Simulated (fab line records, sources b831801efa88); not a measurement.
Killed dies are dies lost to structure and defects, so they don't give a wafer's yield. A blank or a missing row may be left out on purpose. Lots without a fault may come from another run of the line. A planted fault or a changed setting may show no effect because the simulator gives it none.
fab line records | flow sky130
record lots=13 wafers=36 last_day=49
route steps=708 shown METAL1@434 METAL2@484 CAP2M@616 VIA4@657 PAD_OPEN@708
lots that met no fault: from a run of the same line without faults
start_h: hours from the record's first day to the start of the lot's first wafer shown | wait_h: hours since the lot's step before | " the same as in the row above | L1.1+2: a row that stands for several wafers | - no value, or no start given | * or withheld: withheld | < > ~ a bound
route shown NAME@n: a module of which the file shows steps, and the number in the route of the first | usual: mean/standard deviation of fault-free wafers | same: alike in all rows | chamber/n: place in a boat | sites: the reading at each site | _std_site: their standard deviation | _edge_site: outer sites' mean less inner sites' | radius_mm: how far each site lies from the wafer's centre | mask NAME#n: copy n | behind: the tool/chamber that last shaped the wafer | hold: why the lot was held/for how many hours/how that ended | device: the transistor (n, p or np) that didn't switch | end of line: the same wafers' tests at the end of the route | a step without rows: its recipe alone | killed: dies lost to structure and defects at the first sort, not the wafer's yield | map: a wafer's dies, x killed, . not, _ none there
set.NAME: the setting as run; set.NAME@STEP: as run at that earlier step | model.NAME: the simulator's own value behind a step, which no gauge read
steps of the route over a sample of lots; a table a step, a row a wafer
services: from which hour (start_h, from the record's first day; less than 0 if before it) a tool's chamber was out of use, for how many hours, and why
## steps
# step SKY_METAL1_SPUTTER_00
# recipe material=Ti target_thk_nm=15 power_w=3000 time_s=10 chamber_pressure_pa=0.4
# usual throttle_valve_pct=29.9/1.2
# columns lot.wafer tool chamber start_h wait_h throttle_valve_pct
L533.1 pvd_sputter-03 - 734.16 0.2 30.7
L533.4 " - " " 29.5
L533.5 " - " " 30.2
L534.2 pvd_sputter-04 - 747.33 0.1 31.6
L534.3 " - " " 28.9
L534.5 " - " " 28.1
L536.1 pvd_sputter-04 - 767.42 0.1 28.9
L536.3 " - " " 29.1
L536.5 " - " " 28.5
L538.4 pvd_sputter-01 - 774.43 0.2 30.7
L538.5 " - " " 30.9
L538.6 " - " " 30.2
L539.1 pvd_sputter-04 - 783.87 0.2 28.8
L539.2 " - " " 31.7
L539.3 " - " " 28.5
L540.1 pvd_sputter-01 - 788.64 0.2 28.9
L540.4 " - " " 29.9
L540.5 " - " " 29.3
L541.2 pvd_sputter-04 - 804.54 0.1 28.1
L541.3 " - " " 28.5
L541.4 " - " " 28.8
L542.3 pvd_sputter-01 - 804.86 0.2 29.8
L542.5 " - " " 30.4
L542.6 " - " " 29.2
L543.3 pvd_sputter-04 - 824.45 0.2 28.9
L543.4 " - " " 28.3
L543.5 " - " " 31.8
L550.3 pvd_sputter-04 - 862.85 0.2 31.9
L550.4 " - " " 29.0
L551.4 pvd_sputter-03 - 870.15 0.1 30.9
L551.5 " - " " 31.9
L552.5 pvd_sputter-04 - 872.09 0.1 28.7
L552.6 " - " " 31.6
L555.2 pvd_sputter-03 - 889.04 0.2 30.7
L555.3 " - " " 32.3
L555.6 " - " " 30.2
# step SKY_METAL2_SPUTTER_01
# recipe material=TiN target_thk_nm=20 power_w=6500 time_s=16.7 chamber_pressure_pa=0.4
# usual throttle_valve_pct=29.8/1
# columns lot.wafer tool chamber start_h wait_h throttle_valve_pct
L533.1 pvd_sputter-04 - 789.48 0.0 28.7
L533.4 " - " " 31.8
L533.5 " - " " 31.5
L534.2 pvd_sputter-01 - 803.04 0.0 30.0
L534.3 " - " " 29.3
L534.5 " - " " 29.1
L536.1 pvd_sputter-01 - 822.75 0.0 30.4
L536.3 " - " " 29.3
L536.5 " - " " 30.4
L538.4 pvd_sputter-01 - 828.64 0.0 29.4
L538.5 " - " " 30.9
L538.6 " - " " 30.2
L539.1 pvd_sputter-01 - 838.62 0.0 29.2
L539.2 " - " " 29.9
L539.3 " - " " 31.1
L540.1 pvd_sputter-04 - 843.01 0.0 31.8
L540.4 " - " " 28.8
L540.5 " - " " 29.0
L541.2 pvd_sputter-01 - 857.69 0.0 30.0
L541.3 " - " " 30.3
L541.4 " - " " 31.0
L542.3 pvd_sputter-02 - 859.66 0.0 30.6
L542.5 " - " " 30.6
L542.6 " - " " 29.3
L543.3 pvd_sputter-01 - 879.05 0.0 30.5
L543.4 " - " " 29.6
L543.5 " - " " 30.4
L550.3 pvd_sputter-04 - 917.16 0.0 27.9
L550.4 " - " " 28.6
L551.4 pvd_sputter-02 - 923.68 0.0 30.6
L551.5 " - " " 30.5
L552.5 pvd_sputter-04 - 926.18 0.0 28.5
L552.6 " - " " 31.6
L555.2 pvd_sputter-04 - 942.67 0.0 28.3
L555.3 " - " " 31.5
L555.6 " - " " 29.0
# step SKY_CAP2M_METAL_ETCH_13
# recipe target_depth_nm=220 stop_on=SiO2 chemistry=Cl2/BCl3 target=TiN pressure_mtorr=10 icp_w=900 bias_w=48.5 Cl2_flow_sccm=60 bcl3_flow_sccm=30 time_s=62.9
# usual chamber_pressure_mTorr=10.000/0.009 drypump_motor_current_A=5.6/0.39 oes_product_au=0.945/0.0058 run_length_s=91.1/0.39 throttle_valve_pct=21.899/0.0091
# columns lot.wafer tool chamber start_h wait_h chamber_pressure_mTorr drypump_motor_current_A oes_product_au rf_hours_counter_h run_length_s throttle_valve_pct
L533.1 rie_metal-01 0 949.27 0.0 9.989 5.6 0.946 6 91.1 21.888
L533.4 " 0 " " 10.018 5.6 0.948 - 91.0 21.888
L533.5 " 0 " " 9.991 5.6 0.941 - 91.6 21.887
L534.2 rie_metal-01 1 960.70 0.0 10.013 5.6 0.941 11 90.7 21.887
L534.3 " 1 " " 9.997 5.6 0.947 - 90.6 21.898
L534.5 " 0 " " 9.988 5.6 0.944 - 91.0 21.898
L536.1 rie_metal-03 0 979.82 0.0 10.008 6.4 0.947 10 90.9 21.895
L536.3 " 1 " " 9.991 6.0 0.949 - 92.3 21.902
L536.5 " 0 " " 10.015 6.4 0.941 - 91.1 21.900
L538.4 rie_metal-01 0 983.02 0.0 10.010 5.6 0.951 - 91.2 21.910
L538.5 " 1 " " 10.020 5.6 0.954 - 90.8 21.879
L538.6 " 0 " " 10.000 5.5 0.947 - 91.0 21.907
L539.1 rie_metal-01 1 994.71 0.0 9.995 5.6 0.938 13 90.5 21.894
L539.2 " 0 " " 9.990 5.6 0.948 9 91.3 21.897
L539.3 " 1 " " 9.980 5.5 0.956 - 90.6 21.885
L540.1 rie_metal-01 0 1000.77 0.0 9.999 5.6 0.959 9 90.8 21.903
L540.4 " 1 " " 10.017 5.6 0.946 - 91.2 21.895
L540.5 " 0 " " 10.010 5.6 0.951 - 91.1 21.889
L541.2 rie_metal-01 0 1010.65 0.0 9.997 5.6 0.943 10 91.2 21.893
L541.3 " 0 " " 10.001 5.5 0.950 - 90.9 21.896
L541.4 " 1 " " 10.007 5.6 0.944 - 90.5 21.902
L542.3 rie_metal-01 1 1014.30 0.0 10.003 5.6 0.946 - 91.4 21.902
L542.5 " 1 " " 10.004 5.6 0.939 - 90.9 21.893
L542.6 " 0 " " 10.005 5.6 0.952 - 91.1 21.899
L543.3 rie_metal-01 0 1031.57 0.0 10.009 5.5 0.936 - 91.4 21.900
L543.4 " 1 " " 10.002 5.6 0.943 - 90.7 21.880
L543.5 " 1 " " 10.005 5.6 0.949 - 90.8 21.895
L550.3 rie_metal-01 0 1065.10 0.0 9.973 5.6 0.950 - 90.9 21.902
L550.4 " 1 " " 9.999 5.6 0.987 - 88.4 21.867
L551.4 rie_metal-01 1 1070.63 0.0 10.008 5.6 0.980 - 88.7 21.877
L551.5 " 1 " " 9.992 5.6 0.968 - 88.2 21.880
L552.5 rie_metal-01 0 1073.61 0.1 9.980 5.6 0.970 - 88.9 21.881
L552.6 " 1 " " 10.001 5.6 0.947 - 90.9 21.895
L555.2 rie_metal-04 1 1086.41 0.0 10.006 5.9 0.944 21 91.1 21.879
L555.3 " 1 " " 10.015 5.9 0.940 - 91.0 21.907
L555.6 " 1 " " 9.989 5.9 0.941 - 90.9 21.904
# step SKY_VIA4_CVD_18
# recipe material=W target_thk_nm=505 time_s=152.14 temp_c=400 pressure_torr=40
# usual chamber_pressure_Torr=40.00/0.082 heater_power_w=861/45
# columns lot.wafer tool chamber start_h wait_h chamber_pressure_Torr heater_power_w
L533.1 cvd_w-01 1 999.80 0.0 39.99 904
L533.4 " 0 " " 40.13 813
L533.5 " 0 " " 40.01 823
L534.2 cvd_w-02 0 1009.59 0.0 40.04 883
L534.3 " 1 " " 40.15 781
L534.5 " 0 " " 39.92 903
L536.1 cvd_w-01 1 1028.69 0.0 39.93 927
L536.3 " 1 " " 39.97 893
L536.5 " 1 " " 39.96 910
L538.4 cvd_w-01 1 1032.84 0.1 40.02 913
L538.5 " 1 " " 39.96 896
L538.6 " 0 " " 40.08 856
L539.1 cvd_w-01 0 1043.63 0.0 40.02 848
L539.2 " 1 " " 40.00 920
L539.3 " 1 " " 40.01 909
L540.1 cvd_w-01 0 1049.08 0.0 40.11 863
L540.4 " 1 " " 39.96 923
L540.5 " 0 " " 40.08 842
L541.2 cvd_w-01 1 1057.60 0.0 39.94 900
L541.3 " 0 " " 39.99 808
L541.4 " 1 " " 40.02 907
L542.3 cvd_w-01 0 1061.89 0.1 40.07 842
L542.5 " 0 " " 40.07 841
L542.6 " 1 " " 40.05 922
L543.3 cvd_w-02 1 1077.14 0.1 39.91 784
L543.4 " 0 " " 39.98 877
L543.5 " 1 " " 39.99 776
L550.3 cvd_w-01 0 1109.01 0.1 39.90 824
L550.4 " 1 " " 40.05 903
L551.4 cvd_w-01 1 1114.28 0.1 39.92 888
L551.5 " 0 " " 40.05 841
L552.5 cvd_w-01 1 1117.48 0.1 39.93 916
L552.6 " 0 " " 39.90 839
L555.2 cvd_w-01 1 1127.46 0.0 40.04 907
L555.3 " 0 " " 40.04 834
L555.6 " 0 " " 39.88 832
# step SKY_PAD_OPEN_PROBE_99
# usual defect_limited_yield=82.3/2 killed_at_M0_to_M3=43/7.3 killed_at_M4_up=3.2/1.8 killed_at_contacts=24/5.8 killed_at_front_end=16/4.5 killed_at_other=0.3/0.53 killed_dies=87/9.9 killed_open=48/6.8 killed_short=39/6.9 sort_bin_3_pad_short=0.8/0.42 sort_bin_5_function=10.4/1.6 sort_bin_6_memory=6.4/1.2 sort_n_pass=405/9.9 sort_yield_pct=82.3/2
# same gross_dies=492 killed_at_back_side=0 sort_bin_4_leakage[%]=0 sort_bin_8_speed[%]=0
# columns lot.wafer tool chamber start_h wait_h defect_limited_yield[%] killed_at_M0_to_M3 killed_at_M4_up killed_at_contacts killed_at_front_end killed_at_other killed_dies killed_open killed_short sort_bin_3_pad_short[%] sort_bin_5_function[%] sort_bin_6_memory[%] sort_n_pass sort_yield_pct[%]
L540.1 prober-02 - 1114.72 0.1 80.5 46 4 26 20 0 96 46 50 1.0 11.6 6.9 396 80.5
L540.4 prober-02 - 1114.87 0.2 81.5 54 1 26 10 0 91 56 35 1.0 10.6 6.9 401 81.5
L540.5 prober-02 - 1114.92 0.2 81.3 40 3 35 14 0 92 57 35 1.2 10.6 6.9 400 81.3
L541.2 prober-01 - 1122.38 0.1 81.5 41 2 24 24 0 91 50 41 1.0 12.6 4.9 401 81.5
L541.3 prober-01 - 1122.43 0.2 81.5 54 2 22 13 0 91 61 30 1.2 10.6 6.7 401 81.5
L541.4 prober-01 - 1122.48 0.2 84.1 42 2 16 18 0 78 47 31 1.0 7.9 6.9 414 84.1
L551.5 prober-01 - 1173.43 0.2 78.5 54 3 26 23 0 106 52 54 1.8 12.0 7.7 386 78.5
# killed by level:class
L540.1 METAL1:geometric_particle:short=11 VIA3:geometric_particle:open=11 CONTACT:geometric_particle:open=9 POLY_GATE:geometric_particle:short=6 CONTACT:geometric_particle:short=6 POLY_GATE:geometric_particle:open=5 VIA1:geometric_particle:open=5 FIELD_ISO:geometric_particle:short=4
L540.4 CONTACT:geometric_particle:open=15 VIA3:geometric_particle:open=11 METAL1:geometric_particle:short=9 LI_CONTACT:geometric_particle:open=8 VIA1:geometric_particle:open=8 VIA3:geometric_particle:short=7 VIA2:geometric_particle:open=5 METAL3:geometric_particle:short=5
L540.5 LI_CONTACT:geometric_particle:open=12 CONTACT:geometric_particle:open=10 VIA1:geometric_particle:open=9 VIA2:geometric_particle:open=8 VIA3:geometric_particle:open=7 CONTACT:geometric_particle:short=6 FIELD_ISO:geometric_particle:open=5 METAL1:geometric_particle:short=5
L541.2 VIA1:geometric_particle:open=14 CONTACT:geometric_particle:open=8 VIA3:geometric_particle:open=7 FIELD_ISO:geometric_particle:open=6 LI_CONTACT:geometric_particle:open=6 CONTACT:geometric_particle:short=6 POLY_GATE:geometric_particle:short=5 SPACER:geometric_particle:short=5
L541.3 VIA1:geometric_particle:open=19 CONTACT:geometric_particle:open=10 VIA3:geometric_particle:open=8 LI_CONTACT:geometric_particle:open=7 METAL2:geometric_particle:short=7 VIA1:geometric_particle:short=6 FIELD_ISO:geometric_particle:open=5 POLY_GATE:geometric_particle:open=5
L541.4 VIA3:geometric_particle:open=9 CONTACT:geometric_particle:open=6 VIA1:geometric_particle:short=6 VIA1:geometric_particle:open=6 VIA2:geometric_particle:open=6 FIELD_ISO:geometric_particle:short=4 LI_CONTACT:geometric_particle:open=4 VIA3:geometric_particle:short=3
L551.5 VIA1:geometric_particle:open=13 METAL2:geometric_particle:short=8 LI_CONTACT:geometric_particle:open=7 METAL1:geometric_particle:short=7 POLY_GATE:geometric_particle:open=6 LOCAL_INTERCONNECT:geometric_particle:short=6 SPACER:geometric_particle:short=5 CONTACT:geometric_particle:open=5
## services
# columns tool chamber start_h hours kind
pvd_sputter-04 - 711.83 6.9 repair
cvd_w-01 - 736.57 6.9 pm
pvd_sputter-02 - 742.55 5.8 repair
cvd_w-02 0 756.93 6.5 repair
cvd_w-02 - 766.53 0.5 repair
pvd_sputter-01 - 768.45 2.1 repair
rie_metal-01 - 783.44 0.3 repair
pvd_sputter-02 - 788.64 0.7 repair
pvd_sputter-03 - 806.96 1.1 repair
rie_metal-01 1 807.13 8.2 repair
rie_metal-01 - 823.42 4.0 pm
cvd_w-02 0 824.55 13.3 repair
cvd_w-01 0 825.11 5.3 repair
cvd_w-01 1 829.04 9.6 repair
cvd_w-01 1 856.07 4.7 repair
cvd_w-01 - 870.89 5.2 repair
pvd_sputter-04 - 893.05 2.2 repair
cvd_w-02 - 904.00 14.0 pm
cvd_w-01 0 943.63 3.1 repair
rie_metal-01 1 944.94 5.5 repair
pvd_sputter-03 - 966.99 1.4 repair
pvd_sputter-03 - 997.30 3.7 repair
pvd_sputter-01 - 1065.34 3.5 repair
cvd_w-01 - 1115.63 0.6 repair
## key
first_sign step=SKY_CAP2M_METAL_ETCH_13 reading=run_length_s direction=down sigmas=6.4 usual=* struck=*
effect step=SKY_CAP2M_METAL_ETCH_13 reading=oes_product_au direction=up sigmas=5.4 usual=0.945 struck=0.976
met_at SKY_CAP2M_METAL_ETCH_13
struck_lots L550,L551,L552
struck_wafers L550.4,L551.4,L551.5,L552.5
not_acting_at SKY_METAL1_SPUTTER_00,SKY_METAL2_SPUTTER_01,SKY_VIA4_CVD_18
onset_between 1031.57 1065.10
fault kind=process_parameter_drift tool=rie_metal-01 chamber=- onset_h=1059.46 steps=SKY_CAP2M_METAL_ETCH_13 channel=time_s offset=* shape=step end_h=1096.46 scope=struck_wafers_only acts_in=* stated=*
